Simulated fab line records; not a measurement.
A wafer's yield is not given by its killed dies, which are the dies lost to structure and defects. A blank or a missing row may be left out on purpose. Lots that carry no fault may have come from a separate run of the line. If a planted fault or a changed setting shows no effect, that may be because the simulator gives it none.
Which tool did it? + flow sky130 + 11 lots with 33 wafers sampled at 7 steps, on a route of 708 steps

WHAT EACH GAUGE READ, for each wafer
SKY_LDD_P_OVL_MEAS_08. Usual: for LDD_P_OVL the level is 0.7 nm and the standard deviation is 1.4.
| lot  | measured     | on         | LDD_P_OVL (nm) | flag |
|------|--------------|------------|----------------|------|
| L351 | day 18 12:14 | overlay-02 | 1.2 0.4 1.5    |      |
| L353 | day 19 19:35 | overlay-01 | 0.7 -0.4 0.8   |      |
| L354 | day 19 23:16 | overlay-01 | 2.6 -0.1 2.3   |      |
| L355 | day 20 10:13 | overlay-02 | 1.9 0.7 0.7    |      |
| L358 | day 22 00:02 | overlay-01 | -2.6 -0.8 -0.4 |      |
| L364 | day 24 02:46 | overlay-02 | 0.3 1.0 1.5    |      |
| L363 | day 24 04:09 | overlay-01 | 0.0 -1.9 0.8   |      |
| L365 | day 24 06:15 | overlay-01 | 1.8 3.6 1.3    |      |
| L369 | day 25 21:57 | overlay-02 | -0.8 -0.5 -0.9 |      |
| L370 | day 25 22:44 | overlay-02 | 0.6 -2.1 1.9   |      |
| L373 | day 26 23:03 | overlay-02 | 0.1 0.9 2.5    |      |

SKY_SD_P_TW_MEAS_11. Usual: for SD_P_TW the level is 2788 and the standard deviation is 14.
| lot  | measured     | on            | SD_P_TW                       | flag |
|------|--------------|---------------|-------------------------------|------|
| L351 | day 24 22:11 | film_metro-01 | 2803 2797 2795                |      |
| L353 | day 26 04:56 | film_metro-03 | 2819 2819 2805                |      |
| L354 | day 26 08:01 | film_metro-01 | 2777 2801 2801                |      |
| L355 | day 26 17:16 | film_metro-04 | 2752 2779 2768                |      |
| L358 | day 28 00:49 | film_metro-04 | 2781 2792 2781                |      |
| L364 | day 29 22:34 | film_metro-03 | 2790 2779 2794                |      |
| L363 | day 30 01:18 | film_metro-04 | 2769 2778 2785                |      |
| L365 | day 30 02:20 | film_metro-04 | 2779 2809 2792                |      |
| L369 | day 31 16:53 | film_metro-03 | 2783 2797 2795                |      |
| L370 | day 31 19:17 | film_metro-01 | 2686 2681 2674 2677 2690 2685 | OFF  |
| L373 | day 32 17:47 | film_metro-01 | 2670 2668 2662 2661 2647 2662 | OFF  |

SKY_SD_N_OVL_MEAS_08. Usual: for SD_N_OVL the level is -0.4 nm and the standard deviation is 1.5.
| lot  | measured     | on         | SD_N_OVL (nm)  | flag |
|------|--------------|------------|----------------|------|
| L351 | day 27 04:18 | overlay-02 | 0.4 1.2 0.6    |      |
| L353 | day 28 11:15 | overlay-02 | -1.3 0.9 -2.9  |      |
| L354 | day 28 13:34 | overlay-01 | 2.4 0.3 1.1    |      |
| L355 | day 28 23:04 | overlay-01 | 1.7 1.3 1.6    |      |
| L358 | day 30 06:30 | overlay-01 | -0.1 -0.3 1.3  |      |
| L364 | day 32 04:22 | overlay-02 | 0.5 0.1 0.7    |      |
| L363 | day 32 07:19 | overlay-02 | -2.0 -2.3 -3.3 |      |
| L365 | day 32 09:33 | overlay-01 | -2.9 -0.3 -2.0 |      |
| L369 | day 33 22:33 | overlay-02 | 0.6 -0.9 -2.3  |      |
| L370 | day 34 01:32 | overlay-01 | 0.4 0.5 0.8    |      |
| L373 | day 34 23:56 | overlay-01 | -0.5 2.5 0.2   |      |

SKY_SD_N_RS_MEAS_17: measurement is done with a four-point probe. Usual: for SD_P_RS the level is 147.0 ohm/sq and the standard deviation is 0.35.
| lot  | measured     | on            | SD_P_RS (ohm/sq)                    | flag |
|------|--------------|---------------|-------------------------------------|------|
| L351 | day 27 05:08 | film_metro-04 | 147.5 147.2 147.7                   |      |
| L353 | day 28 12:08 | film_metro-01 | 147.3 147.4 147.0                   |      |
| L354 | day 28 14:32 | film_metro-03 | 147.1 147.4 147.2                   |      |
| L355 | day 29 00:00 | film_metro-04 | 146.8 147.0 147.1                   |      |
| L358 | day 30 07:20 | film_metro-01 | 146.1 146.4 146.8                   |      |
| L364 | day 32 05:15 | film_metro-01 | 147.7 147.5 147.4                   |      |
| L363 | day 32 08:10 | film_metro-01 | 146.8 147.1 146.8                   |      |
| L365 | day 32 10:24 | film_metro-03 | 146.9 147.0 146.6                   |      |
| L369 | day 33 23:23 | film_metro-03 | 147.0 147.0 147.1                   |      |
| L370 | day 34 02:23 | film_metro-04 | 150.3 150.7 150.6 150.6 150.5 150.4 | OFF  |
| L373 | day 35 00:47 | film_metro-04 | 150.7 150.7 150.6 151.0 150.9 150.7 | OFF  |

SKY_LI_CONTACT_THK_MEAS_01. Usual: for LI_CONTACT_HDPCVD_THK the level is 927 nm and the standard deviation is 14.
| lot  | measured     | on            | LI_CONTACT_HDPCVD_THK (nm) | flag |
|------|--------------|---------------|----------------------------|------|
| L351 | day 27 05:30 | film_metro-01 | 909 929 909                |      |
| L353 | day 28 12:31 | film_metro-04 | 911 913 920                |      |
| L354 | day 28 14:52 | film_metro-03 | 917 925 908                |      |
| L355 | day 29 00:20 | film_metro-03 | 924 959 928                |      |
| L358 | day 30 07:42 | film_metro-03 | 943 944 957                |      |
| L364 | day 32 05:35 | film_metro-01 | 913 906 912                |      |
| L363 | day 32 08:31 | film_metro-03 | 910 926 920                |      |
| L365 | day 32 10:46 | film_metro-04 | 926 939 913                |      |
| L369 | day 33 23:45 | film_metro-01 | 938 936 941                |      |
| L370 | day 34 05:49 | film_metro-03 | 922 930 935                |      |
| L373 | day 35 03:41 | film_metro-01 | 910 913 915                |      |

EACH LOT AND THE TOOL THAT RAN IT (in order: tool; ch and the chambers of the sampled wafers; start)
| lot  | SKY_SD_P_IMPLANT_09             | SKY_SD_P_STRIP_10                    |
|------|---------------------------------|--------------------------------------|
| L351 | implanter-04 ch 0, day 24 21:56 | plasma_asher-03 ch 0,1, day 24 22:05 |
| L353 | implanter-03 ch 0, day 26 04:41 | plasma_asher-01 ch 0,1, day 26 04:50 |
| L354 | implanter-04 ch 0, day 26 07:48 | plasma_asher-03 ch 0,1, day 26 07:55 |
| L355 | implanter-03 ch 0, day 26 17:03 | plasma_asher-04 ch 0,1, day 26 17:10 |
| L358 | implanter-04 ch 0, day 28 00:34 | plasma_asher-04 ch 0,1, day 28 00:43 |
| L364 | implanter-04 ch 0, day 29 22:21 | plasma_asher-01 ch 0,1, day 29 22:28 |
| L363 | implanter-04 ch 0, day 30 01:04 | plasma_asher-03 ch 0,1, day 30 01:11 |
| L365 | implanter-02 ch 0, day 30 02:06 | plasma_asher-03 ch 0,1, day 30 02:14 |
| L369 | implanter-03 ch 0, day 31 16:38 | plasma_asher-01 ch 0,1, day 31 16:47 |
| L370 | implanter-04 ch 0, day 31 19:02 | plasma_asher-01 ch 0,1, day 31 19:11 |
| L373 | implanter-04 ch 0, day 32 17:32 | plasma_asher-04 ch 0,1, day 32 17:41 |
- SKY_SD_P_IMPLANT_09
- SKY_SD_P_STRIP_10: strips in O2/N2.

WHAT THE TOOLS THEMSELVES READ (means of the sampled wafers that have a number; where no wafer has one, the mark that the record gives instead)
SKY_SD_P_IMPLANT_09. Usual: beam_energy_keV 20.002, standard deviation 0.0068; dose_ions_cm2 3e+15, standard deviation 3.2e+12.
| lot  | tool         | beam_energy_keV | dose_ions_cm2 | flag |
|------|--------------|-----------------|---------------|------|
| L351 | implanter-04 | 19.999          | 3e+15         |      |
| L353 | implanter-03 | 20.003          | 3e+15         |      |
| L354 | implanter-04 | 20.006          | 3e+15         |      |
| L355 | implanter-03 | 20.005          | 3e+15         |      |
| L358 | implanter-04 | 20.011          | 3e+15         |      |
| L364 | implanter-04 | 20.004          | 3e+15         |      |
| L363 | implanter-04 | 19.989          | 3e+15         |      |
| L365 | implanter-02 | 20.002          | 3e+15         |      |
| L369 | implanter-03 | 19.994          | 3e+15         |      |
| L370 | implanter-04 | 19.999          | 2e+15         | OFF  |
| L373 | implanter-04 | 20.005          | 2e+15         | OFF  |

SKY_SD_P_STRIP_10. Usual: drypump_motor_current_A 5.6 A, standard deviation 0.55; oes_product_au 0.617 a.u., standard deviation 0.0045; strip_time_to_endpoint_s 17.50 s, standard deviation 0.052.
| lot  | tool            | drypump_motor_current_A (A) | oes_product_au (a.u.) | strip_time_to_endpoint_s (s) | flag |
|------|-----------------|-----------------------------|-----------------------|------------------------------|------|
| L351 | plasma_asher-03 | 5.5                         | 0.620                 | 17.53                        |      |
| L353 | plasma_asher-01 | 5.3                         | 0.620                 | 17.45                        |      |
| L354 | plasma_asher-03 | 5.5                         | 0.619                 | 17.52                        |      |
| L355 | plasma_asher-04 | 6.3                         | 0.618                 | 17.45                        |      |
| L358 | plasma_asher-04 | 5.7                         | 0.617                 | 17.51                        |      |
| L364 | plasma_asher-01 | 5.3                         | 0.621                 | 17.50                        |      |
| L363 | plasma_asher-03 | 5.7                         | 0.623                 | 17.44                        |      |
| L365 | plasma_asher-03 | 5.5                         | 0.615                 | 17.56                        |      |
| L369 | plasma_asher-01 | 5.4                         | 0.618                 | 17.57                        |      |
| L370 | plasma_asher-01 | 5.4                         | 0.625                 | 17.01                        | OFF  |
| L373 | plasma_asher-04 | 5.8                         | 0.628                 | 17.08                        | OFF  |

THE ANSWER, worked out from the rows above alone
Rule: a lot counts as off when the mean over its wafers that have a number is more than 3 standard deviations away from the usual mean. Also off: a lot with no number at a reading for which 4 or more lots have one. Any other lot the step has rows for is counted as sound. After the gauges, taken in route order, come the tools' own readings; for these a lot's mean is taken, as printed above. At the first step where some lot is off, the reading lying furthest off is the one used; lots without a number count as furthest.
Off: L370, L373, at SKY_SD_P_TW_MEAS_11 (SD_P_TW).
If a tool, at a process step before that reading, ran all the lots that are off and no sound lot after the first of them, it fits. Not tried: the gauges at SKY_SD_P_TW_MEAS_11; whatever is off there is also off at SKY_SD_N_RS_MEAS_17, on other tools, and gauge error can't account for it. One fits: SKY_SD_P_IMPLANT_09 on implanter-04. Its last sound lot is L363 (day 30 01:04), its first lot that is off L370 (day 31 19:02): a fault that began between those two fits.
The tool's own readings at SKY_SD_P_IMPLANT_09 bear it out: on the lots that are off they differ by more than 5 times the standard deviation of the sound lots' means. dose_ions_cm2 reads 2e+15 there against 3e+15 on the sound lots.

WHAT THE SIMULATOR HAD INSERTED
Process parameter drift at SKY_SD_P_IMPLANT_09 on implanter-04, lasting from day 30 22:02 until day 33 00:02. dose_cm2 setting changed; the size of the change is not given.
Shown lots that were struck: L370, L373. The rule above reached the same finding.
